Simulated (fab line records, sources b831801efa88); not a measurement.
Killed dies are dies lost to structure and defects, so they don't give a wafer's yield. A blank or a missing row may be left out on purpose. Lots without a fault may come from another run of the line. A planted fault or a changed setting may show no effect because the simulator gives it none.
Chamber matching | flow sky130 | SKY_VIA1_CMP_02 on cmp-02: 4 sister chambers
The step polishes SiO2. 8 wafers are shown with their chamber, then 12 later ones without.

WAFERS WITH THEIR CHAMBER
wafer  | chamber | motor_current_A (A)
L081.2 | 0       | 11.8
L082.4 | 1       | 11.6
L082.6 | 1       | 11.9
L083.3 | 2       | 10.5
L083.5 | 2       | 9.9
L086.3 | 0       | 11.1
L086.4 | 3       | 11.2
L086.5 | 3       | 10.8

WAFERS WITHOUT THEIR CHAMBER
wafer  | motor_current_A (A)
L087.2 | 11.4
L087.3 | 10.7
L087.5 | 9.5
L089.1 | 10.6
L089.3 | 11.9
L089.6 | 12.0
L089.2 | 11.6
L089.4 | 10.5
L089.5 | 12.1
L096.4 | 10.4
L096.5 | 11.4
L096.6 | 11.1

WHICH CHAMBER EACH WENT THROUGH
wafer  | from the rows above          | in truth
L087.2 | can't be placed: 0 or 1 or 3 | 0
L087.3 | can't be placed: 3 or 2 or 0 | 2
L087.5 | 2                            | 2
L089.1 | can't be placed: 2 or 3 or 0 | 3
L089.3 | can't be placed: 1 or 0      | 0
L089.6 | can't be placed: 1 or 0      | 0
L089.2 | can't be placed: 0 or 1 or 3 | 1
L089.4 | can't be placed: 2 or 3 or 0 | 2
L089.5 | can't be placed: 1 or 0      | 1
L096.4 | can't be placed: 2 or 3      | 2
L096.5 | can't be placed: 0 or 1 or 3 | 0
L096.6 | can't be placed: 3 or 0 or 1 | 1
Placed correctly: 1 of 12. Can't be placed from these rows: 11 (the true chamber is among the candidates in 11). Placed wrongly: 0.
How it was worked out, from the rows above alone: a wafer's distance from a chamber is the root of the sum, over the readings, of the square of ((its reading less the chamber's mean) divided by the reading's scatter). The wafer belongs to the nearest chamber; if the next one is less than 2 further off, it can't be placed. A chamber's mean is the mean of its shown wafers. The scatter: the root of (the sum of the squares of (reading less its chamber's mean) over the shown wafers, divided by (wafers less chambers)).
